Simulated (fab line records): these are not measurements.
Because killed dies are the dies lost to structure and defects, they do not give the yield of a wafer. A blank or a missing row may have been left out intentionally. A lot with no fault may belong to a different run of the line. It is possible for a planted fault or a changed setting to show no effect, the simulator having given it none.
Commonality check across tools :: flow sky130 :: Lots sampled 12, wafers sampled 42

## REASON FOR OPENING
At SKY_SD_P_CD_MEAS_07 the reading cd-nm is flagged on 2 of 12 lots. Wafers without a fault read 379.9 nm, standard deviation 2.
Rule: a lot is flagged in two cases, either no wafer of it has a number, or all its wafers with numbers fall more than 4 standard deviations from that mean. The other lots count as sound.

lot: L445
measured: day 25 22:20
on: cd-sem-02
cd-nm (nm), wafer by wafer: 379.4 380.6 379.9
flag: 

lot: L446
measured: day 26 07:02
on: cd-sem-02
cd-nm (nm), wafer by wafer: 381.7 380.8 379.5
flag: 

lot: L448
measured: day 26 18:53
on: cd-sem-02
cd-nm (nm), wafer by wafer: 383.6 382.1 381.6
flag: 

lot: L453
measured: day 28 14:56
on: cd-sem-02
cd-nm (nm), wafer by wafer: 250.9 251.4 250.6 250.6 251.2 251.1
flag: FLAGGED

lot: L454
measured: day 29 07:06
on: cd-sem-02
cd-nm (nm), wafer by wafer: 277.7 277.1 277.7 277.9 277.4 277.6
flag: FLAGGED

lot: L457
measured: day 30 02:56
on: cd-sem-02
cd-nm (nm), wafer by wafer: 383.3 381.8 382.5
flag: 

lot: L458
measured: day 30 13:35
on: cd-sem-02
cd-nm (nm), wafer by wafer: 382.1 380.3 381.5
flag: 

lot: L459
measured: day 31 00:38
on: cd-sem-02
cd-nm (nm), wafer by wafer: 377.3 380.4 380.5
flag: 

lot: L462
measured: day 31 22:38
on: cd-sem-02
cd-nm (nm), wafer by wafer: 383.3 382.6 384.2
flag: 

lot: L463
measured: day 32 09:00
on: cd-sem-02
cd-nm (nm), wafer by wafer: 376.4 378.9 377.8
flag: 

lot: L464
measured: day 32 20:17
on: cd-sem-02
cd-nm (nm), wafer by wafer: 381.3 378.9 378.1
flag: 

lot: L467
measured: day 33 07:29
on: cd-sem-02
cd-nm (nm), wafer by wafer: 377.6 379.1 378.5
flag: 
On average the flagged lots' numbers are 264.3 nm, which is -115.6 nm against the usual, or -58 standard deviations.

## WHICH TOOL EACH LOT WENT THROUGH
The record holds 2 process steps before the reading, out of a route of 708 steps. In each cell: the tool, then ch and the chambers that the sampled wafers went through, then the start.
lot: L445
flag: 
SKY_GATE_OXIDE_STRIP_13: plasma-asher-01 ch 0, day 14 07:23
SKY_SD_P_DEVELOP_06: litho-track-04 ch 0, day 25 22:11

lot: L446
flag: 
SKY_GATE_OXIDE_STRIP_13: plasma-asher-01 ch 0,1, day 14 15:08
SKY_SD_P_DEVELOP_06: litho-track-04 ch 0, day 26 06:53

lot: L448
flag: 
SKY_GATE_OXIDE_STRIP_13: plasma-asher-02 ch 0,1, day 15 03:50
SKY_SD_P_DEVELOP_06: litho-track-04 ch 0, day 26 18:44

lot: L453
flag: FLAGGED
SKY_GATE_OXIDE_STRIP_13: plasma-asher-03 ch 0,1, day 17 01:46
SKY_SD_P_DEVELOP_06: litho-track-04 ch 0, day 28 14:47

lot: L454
flag: FLAGGED
SKY_GATE_OXIDE_STRIP_13: plasma-asher-02 ch 0,1, day 17 13:20
SKY_SD_P_DEVELOP_06: litho-track-04 ch 0, day 29 06:57

lot: L457
flag: 
SKY_GATE_OXIDE_STRIP_13: plasma-asher-01 ch 0,1, day 18 09:09
SKY_SD_P_DEVELOP_06: litho-track-02 ch 0, day 30 02:47

lot: L458
flag: 
SKY_GATE_OXIDE_STRIP_13: plasma-asher-02 ch 0,1, day 18 22:06
SKY_SD_P_DEVELOP_06: litho-track-02 ch 0, day 30 13:26

lot: L459
flag: 
SKY_GATE_OXIDE_STRIP_13: plasma-asher-01 ch 0,1, day 19 12:55
SKY_SD_P_DEVELOP_06: litho-track-02 ch 0, day 31 00:29

lot: L462
flag: 
SKY_GATE_OXIDE_STRIP_13: plasma-asher-03 ch 0,1, day 20 13:37
SKY_SD_P_DEVELOP_06: litho-track-04 ch 0, day 31 22:29

lot: L463
flag: 
SKY_GATE_OXIDE_STRIP_13: plasma-asher-03 ch 1, day 20 21:06
SKY_SD_P_DEVELOP_06: litho-track-04 ch 0, day 32 08:51

lot: L464
flag: 
SKY_GATE_OXIDE_STRIP_13: plasma-asher-01 ch 0,1, day 21 12:38
SKY_SD_P_DEVELOP_06: litho-track-04 ch 0, day 32 20:08

lot: L467
flag: 
SKY_GATE_OXIDE_STRIP_13: plasma-asher-02 ch 0,1, day 22 04:20
SKY_SD_P_DEVELOP_06: litho-track-02 ch 0, day 33 07:20
What these steps do:
- SKY_GATE_OXIDE_STRIP_13: strips in O2/N2.
- SKY_SD_P_DEVELOP_06: develop time 60 s.
- SKY_SD_P_CD_MEAS_07: target cd 380 nm.

## FLAGGED AGAINST TOTAL, ONE TOOL AT A TIME (gauges that did the reading follow at the end)
step: SKY_GATE_OXIDE_STRIP_13
tool: plasma-asher-01
lots run: 5
flagged: 0
share of the flagged lots: none
sound lots run after its first flagged lot: -

step: SKY_GATE_OXIDE_STRIP_13
tool: plasma-asher-02
lots run: 4
flagged: 1
share of the flagged lots: some
sound lots run after its first flagged lot: 2 (L458,L467)

step: SKY_GATE_OXIDE_STRIP_13
tool: plasma-asher-03
lots run: 3
flagged: 1
share of the flagged lots: some
sound lots run after its first flagged lot: 2 (L462,L463)

step: SKY_SD_P_DEVELOP_06
tool: litho-track-02
lots run: 4
flagged: 0
share of the flagged lots: none
sound lots run after its first flagged lot: -

step: SKY_SD_P_DEVELOP_06
tool: litho-track-04
lots run: 8
flagged: 2
share of the flagged lots: all
sound lots run after its first flagged lot: 3 (L462,L463,L464)

step: SKY_SD_P_CD_MEAS_07
tool: cd-sem-02
lots run: 12
flagged: 2
share of the flagged lots: all
sound lots run after its first flagged lot: 7 (L457,L458,L459,L462,L463,L464,L467)

## THE TABLE: WHAT IT ALLOWS
2 rows of the table ran every flagged lot: litho-track-04 at SKY_SD_P_DEVELOP_06, cd-sem-02 at SKY_SD_P_CD_MEAS_07.
- litho-track-04 at SKY_SD_P_DEVELOP_06 ran 8 lots, 2 of them flagged. After the first flagged lot (L462, L463, L464), sound lots still ran on it; a lasting fault on the whole tool would not permit that.
- cd-sem-02 at SKY_SD_P_CD_MEAS_07 ran 12 lots, 2 of them flagged. After the first flagged lot (L457, L458, L459, L462, L463, L464, L467), sound lots still ran on it; a lasting fault on the whole tool would not permit that.
None of the table's rows ran every flagged lot and, after the first, no sound lot.

## WHAT THE SIMULATOR HAD PUT IN
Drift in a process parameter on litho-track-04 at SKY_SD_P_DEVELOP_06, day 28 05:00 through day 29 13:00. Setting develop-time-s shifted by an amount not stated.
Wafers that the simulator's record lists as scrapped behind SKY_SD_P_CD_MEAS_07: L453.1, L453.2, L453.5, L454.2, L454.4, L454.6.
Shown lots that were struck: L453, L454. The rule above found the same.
